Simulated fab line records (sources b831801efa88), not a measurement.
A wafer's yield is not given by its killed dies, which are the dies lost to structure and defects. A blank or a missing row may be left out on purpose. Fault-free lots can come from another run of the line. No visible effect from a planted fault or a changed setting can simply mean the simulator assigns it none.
Which tool did it? | flow sfqLine | 14 lots, 41 wafers sampled, at 4 steps of a route of 325

## WHAT THE GAUGES READ, wafer by wafer
SFQ_M7_RS_MEAS_943: uses a four-point probe to measure.
lot  | measured     | on           | M7_NB_RS (ohm/sq)
L475 | day 59 00:18 | filmMetro-04 | 0.879 0.882 0.886
L476 | day 59 12:19 | filmMetro-04 | 0.892 0.897 0.890
L477 | day 59 16:37 | filmMetro-03 | 0.871 0.881 0.891
L478 | day 60 19:01 | filmMetro-04 | 0.877 0.882 0.880
L480 | day 61 03:26 | filmMetro-04 | 0.886 0.895 0.889
L486 | day 62 05:20 | filmMetro-03 | 0.877 0.883 0.887
L487 | day 62 06:33 | filmMetro-01 | 0.890 0.884
L488 | day 62 08:21 | filmMetro-03 | 0.874 0.890 0.882
L489 | day 62 08:57 | filmMetro-01 | 0.894 0.889 0.897
L492 | day 62 12:32 | filmMetro-03 | 0.886 0.880 0.882
L494 | day 67 19:23 | filmMetro-01 | 0.883 0.895 0.875
L496 | day 68 14:08 | filmMetro-03 | 0.912 0.894 0.891
L497 | day 69 05:01 | filmMetro-04 | 0.881 0.893 0.876
L498 | day 70 02:36 | filmMetro-03 | 0.878 0.893 0.892

SFQ_M8_THK_MEAS_950: measures by xrf.
lot  | measured     | on           | M8_AU_THK (nm)
L475 | day 69 06:10 | filmMetro-03 | 185.4 183.7 183.9
L476 | day 69 12:10 | filmMetro-03 | 185.5 185.0 185.2
L477 | day 69 18:08 | filmMetro-03 | 182.5 182.4 179.8
L478 | day 72 18:00 | filmMetro-02 | 189.1 185.7 187.9
L480 | day 72 20:25 | filmMetro-02 | 183.8 185.0 186.4
L486 | day 73 08:24 | filmMetro-03 | 183.2 181.4 182.7
L487 | day 73 09:37 | filmMetro-04 | 184.5 181.7
L488 | day 73 10:49 | filmMetro-04 | 183.7 183.2 182.6
L489 | day 73 13:13 | filmMetro-02 | 183.5 186.4 183.3
L492 | day 73 23:47 | filmMetro-04 | 181.5 183.7 182.7
L494 | day 74 10:36 | filmMetro-04 | 180.0 181.2 180.1
L496 | day 76 04:25 | filmMetro-04 | 182.6 184.2 182.9
L497 | day 76 08:01 | filmMetro-03 | 178.9 184.3 183.6
L498 | day 76 09:13 | filmMetro-03 | 182.3 180.2 183.5

## EACH LOT AND THE TOOL THAT RAN IT (in order: tool; ch and the chambers of the sampled wafers; start)
lot  | SFQ_TRILAYER_I7_VIA_LITHO_COAT_192 | SFQ_TRILAYER_I7_VIA_STRIP_STRIP_191
L475 | lithoTrack-02 ch 0, day 64 03:31   | rieMetal-03 ch 0,1, day 68 15:47
L476 | lithoTrack-03 ch 0, day 64 13:34   | rieMetal-03 ch 0,1, day 69 05:31
L477 | lithoTrack-04 ch 0, day 64 18:13   | rieMetal-02 ch 0,1, day 69 08:55
L478 | lithoTrack-04 ch 0, day 65 20:12   | rieMetal-03 ch 0,1, day 70 05:19
L480 | lithoTrack-02 ch 0, day 66 00:16   | rieMetal-03 ch 0,1, day 70 08:45
L486 | lithoTrack-02 ch 0, day 67 03:44   | rieMetal-03 ch 0,1, day 70 22:03
L487 | lithoTrack-04 ch 0, day 67 05:10   | rieMetal-03 ch 0,1, day 70 23:15
L488 | lithoTrack-04 ch 0, day 67 06:47   | rieMetal-03 ch 0,1, day 71 00:27
L489 | lithoTrack-03 ch 0, day 67 09:47   | rieMetal-04 ch 0,1, day 71 02:51
L492 | lithoTrack-02 ch 0, day 67 17:07   | rieMetal-03 ch 0,1, day 71 08:51
L494 | lithoTrack-02 ch 0, day 68 10:47   | rieMetal-02 ch 0,1, day 71 22:14
L496 | lithoTrack-04 ch 0, day 72 07:02   | rieMetal-02 ch 1, day 74 04:02
L497 | lithoTrack-02 ch 0, day 72 11:55   | rieMetal-02 ch 0,1, day 74 06:26
L498 | lithoTrack-02 ch 0, day 72 23:55   | rieMetal-03 ch 0,1, day 74 07:47
- SFQ_TRILAYER_I7_VIA_LITHO_COAT_192: resist thk 62 nm.
- SFQ_TRILAYER_I7_VIA_STRIP_STRIP_191: strips in O2.

## AS READ BY THE TOOLS THEMSELVES (means over the sampled wafers that have a number; for cases with no such wafer, the mark the record gives instead)
SFQ_TRILAYER_I7_VIA_LITHO_COAT_192.
lot  | tool          | spinSpeedRpm (rpm)
L475 | lithoTrack-02 | 3001.6
L476 | lithoTrack-03 | 3000.6
L477 | lithoTrack-04 | 3000.3
L478 | lithoTrack-04 | 3001.1
L480 | lithoTrack-02 | 2999.1
L486 | lithoTrack-02 | 2998.7
L487 | lithoTrack-04 | 3097.5
L488 | lithoTrack-04 | 3099.1
L489 | lithoTrack-03 | 2998.4
L492 | lithoTrack-02 | 2999.0
L494 | lithoTrack-02 | 2998.7
L496 | lithoTrack-04 | 2999.8
L497 | lithoTrack-02 | 3001.8
L498 | lithoTrack-02 | 3002.4

SFQ_TRILAYER_I7_VIA_STRIP_STRIP_191.
lot  | tool        | drypumpMotorCurrentA (A) | oesProductAu (a.u.)
L475 | rieMetal-03 | 5.89                     | 0.999
L476 | rieMetal-03 | 5.94                     | 1.010
L477 | rieMetal-02 | 6.03                     | 0.982
L478 | rieMetal-03 | 5.92                     | 1.005
L480 | rieMetal-03 | 5.92                     | 0.995
L486 | rieMetal-03 | 5.90                     | 1.006
L487 | rieMetal-03 | 5.92                     | 0.996
L488 | rieMetal-03 | 5.93                     | 1.001
L489 | rieMetal-04 | 6.04                     | 1.001
L492 | rieMetal-03 | 5.90                     | 1.003
L494 | rieMetal-02 | 5.82                     | 0.988
L496 | rieMetal-02 | 6.22                     | 0.992
L497 | rieMetal-02 | 5.80                     | 0.994
L498 | rieMetal-03 | 5.95                     | 1.010

## THE ANSWER, worked out from the rows above alone
Rule: usual is defined by the lots themselves. Put in order of their means at a reading, lots are off if they are a third of the lots or fewer, leave a main group of 4 or more, and stand apart from it by a gap of 3 or more times the standard deviation of the main group's means; of several such gaps the widest counts. A main group is skipped when, at the precision printed for the reading in the tables above, its means are all equal. Also off: a lot with no number at a reading for which 4 or more lots have one. Any other lot the step has rows for is counted as sound. First the gauges in route order, then the tools' own readings, where a lot's mean is used as printed above. The first step at which some lot is off is used, and at that step the reading that is off furthest; a lot without a number counts as furthest.
Off: L487, L488, at SFQ_TRILAYER_I7_VIA_LITHO_COAT_192 (spinSpeedRpm). For the main group the mean is 3000.1 rpm and the standard deviation 1.3.
If a tool, at that step or one of the process steps before it, ran each lot that is off and ran no sound lot following the first of them, it fits. Not one of the candidates tried fits.

## WHAT WAS PUT IN BY THE SIMULATOR
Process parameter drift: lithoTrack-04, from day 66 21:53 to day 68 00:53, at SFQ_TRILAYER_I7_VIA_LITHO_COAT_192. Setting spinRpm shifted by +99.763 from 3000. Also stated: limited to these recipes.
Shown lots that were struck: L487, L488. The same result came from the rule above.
